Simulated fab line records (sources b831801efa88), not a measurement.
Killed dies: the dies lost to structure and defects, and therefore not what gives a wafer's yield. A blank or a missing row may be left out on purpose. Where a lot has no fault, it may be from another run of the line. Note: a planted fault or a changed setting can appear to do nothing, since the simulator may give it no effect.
A sampling plan put to the test | flow gf180mcu | one fab line, 16 faults that these records tell of, each judged on the records of the lots that it struck
What counts as the plan is the set of the line's own looks, namely the steps on the route at which a gauge or an inspection reads a wafer and does not change it. Where struck wafers have a number at a look and the file lists that look's usual mean and standard deviation on fault-free wafers, the look can be judged. Caught: at a look after the fault's first step, the mean of the struck wafers lies 4 or more of those standard deviations (sigma) from the usual mean. On the tool: the identical test, applied to the tool's own readings at the steps of the fault. If the struck wafers alone have a blank record, or they carry another recipe, that too counts as caught.

## THE FAULTS, as the simulator had put them in
1. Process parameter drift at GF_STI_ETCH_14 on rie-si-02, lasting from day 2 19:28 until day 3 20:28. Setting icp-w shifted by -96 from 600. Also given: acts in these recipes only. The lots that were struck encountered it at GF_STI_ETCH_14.
2. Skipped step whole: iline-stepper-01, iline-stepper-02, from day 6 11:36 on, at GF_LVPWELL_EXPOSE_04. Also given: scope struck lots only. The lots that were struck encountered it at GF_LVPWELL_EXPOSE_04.
3. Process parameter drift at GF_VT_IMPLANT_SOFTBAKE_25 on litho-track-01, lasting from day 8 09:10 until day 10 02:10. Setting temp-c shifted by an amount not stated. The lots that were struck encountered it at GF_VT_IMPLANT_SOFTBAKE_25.
4. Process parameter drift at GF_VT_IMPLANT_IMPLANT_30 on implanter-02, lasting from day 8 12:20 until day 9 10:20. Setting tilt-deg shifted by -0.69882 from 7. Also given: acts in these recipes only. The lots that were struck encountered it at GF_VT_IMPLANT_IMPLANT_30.
5. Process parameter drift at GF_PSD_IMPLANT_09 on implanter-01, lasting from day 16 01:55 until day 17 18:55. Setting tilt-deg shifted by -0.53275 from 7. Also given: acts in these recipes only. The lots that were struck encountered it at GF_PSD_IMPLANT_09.
6. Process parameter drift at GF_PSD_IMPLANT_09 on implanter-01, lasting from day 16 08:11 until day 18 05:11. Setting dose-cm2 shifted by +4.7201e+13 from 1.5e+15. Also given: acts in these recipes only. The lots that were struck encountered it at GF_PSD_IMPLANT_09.
7. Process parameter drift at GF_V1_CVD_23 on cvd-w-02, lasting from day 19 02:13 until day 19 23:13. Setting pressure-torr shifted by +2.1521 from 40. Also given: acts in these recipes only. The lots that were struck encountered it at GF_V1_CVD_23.
8. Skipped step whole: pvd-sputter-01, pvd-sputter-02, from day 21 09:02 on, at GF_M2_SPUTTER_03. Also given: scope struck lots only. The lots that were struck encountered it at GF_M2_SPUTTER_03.
9. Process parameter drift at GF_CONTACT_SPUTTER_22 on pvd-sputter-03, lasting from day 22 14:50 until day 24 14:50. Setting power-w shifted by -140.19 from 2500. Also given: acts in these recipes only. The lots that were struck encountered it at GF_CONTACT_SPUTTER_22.
10. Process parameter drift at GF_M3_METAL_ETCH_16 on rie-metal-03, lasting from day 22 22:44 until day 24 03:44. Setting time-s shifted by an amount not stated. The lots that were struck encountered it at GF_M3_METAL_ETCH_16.
11. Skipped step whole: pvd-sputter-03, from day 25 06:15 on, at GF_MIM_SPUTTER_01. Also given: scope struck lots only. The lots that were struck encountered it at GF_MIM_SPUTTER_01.
12. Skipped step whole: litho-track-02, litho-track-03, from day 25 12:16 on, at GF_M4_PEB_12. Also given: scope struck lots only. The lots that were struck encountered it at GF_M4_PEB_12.
13. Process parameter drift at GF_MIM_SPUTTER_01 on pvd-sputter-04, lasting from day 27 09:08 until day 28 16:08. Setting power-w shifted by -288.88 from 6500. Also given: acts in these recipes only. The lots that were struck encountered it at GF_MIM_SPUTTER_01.
14. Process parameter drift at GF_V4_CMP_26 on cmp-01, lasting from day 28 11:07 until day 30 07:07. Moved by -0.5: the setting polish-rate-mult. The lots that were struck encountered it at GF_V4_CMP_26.
15. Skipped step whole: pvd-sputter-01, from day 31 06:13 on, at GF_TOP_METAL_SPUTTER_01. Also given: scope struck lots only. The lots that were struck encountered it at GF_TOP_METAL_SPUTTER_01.
16. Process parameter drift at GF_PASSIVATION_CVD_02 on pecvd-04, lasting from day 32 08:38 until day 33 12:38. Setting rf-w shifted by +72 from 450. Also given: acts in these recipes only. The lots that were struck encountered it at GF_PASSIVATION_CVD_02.

## WHAT THE PLAN SAW
fault | on the tool itself                               | first look that catches it                   | reading, sigma | median hours from its first step to that look | hours from the fault's start to the first struck lot there | judged looks passed uncaught
1     | rf-fwd-power-W -48 sigma                         | not the one look that can be judged after it | -              | -                                             | -                                                          | 1
2     | no reading that can be judged                    | no look after it can be judged               | -              | -                                             | -                                                          | 0
3     | heater-power-total-W +11 sigma                   | not the one look that can be judged after it | -              | -                                             | -                                                          | 1
4     | tilt-deg -33 sigma                               | no look after it can be judged               | -              | -                                             | -                                                          | 0
5     | tilt-deg -29 sigma                               | not the one look that can be judged after it | -              | -                                             | -                                                          | 1
6     | dose-ions-cm2 +26 sigma                          | no look after it can be judged               | -              | -                                             | -                                                          | 0
7     | chamber-pressure-Torr +23 sigma                  | not the one look that can be judged after it | -              | -                                             | -                                                          | 1
8     | the tool's record is blank for the struck wafers | no look after it can be judged               | -              | -                                             | -                                                          | 0
9     | cathode-dc-power-W -99 or beyond sigma           | no look after it can be judged               | -              | -                                             | -                                                          | 0
10    | run-length-s -7.7 sigma                          | no look after it can be judged               | -              | -                                             | -                                                          | 0
11    | the tool's record is blank for the struck wafers | no look after it can be judged               | -              | -                                             | -                                                          | 0
12    | the tool's record is blank for the struck wafers | no look after it can be judged               | -              | -                                             | -                                                          | 0
13    | cathode-dc-power-W -99 or beyond sigma           | no look after it can be judged               | -              | -                                             | -                                                          | 0
14    | overpolish-run-s -99 or beyond sigma             | no look after it can be judged               | -              | -                                             | -                                                          | 0
15    | the tool's record is blank for the struck wafers | no look after it can be judged               | -              | -                                             | -                                                          | 0
16    | rf-fwd-power-W +54 sigma                         | no look after it can be judged               | -              | -                                             | -                                                          | 0
A dash: this means the fault isn't caught or the number doesn't appear in these records.

Caught at a look: 0 of 16. Caught on the tool: 15 of 16. By one or the other: 15 of 16.
Caught on the tool alone: faults 1, 3, 4, 5, 6, 7, 8, 9, 10, 11, 12, 13, 14, 15, 16.
Caught by neither: fault 2.
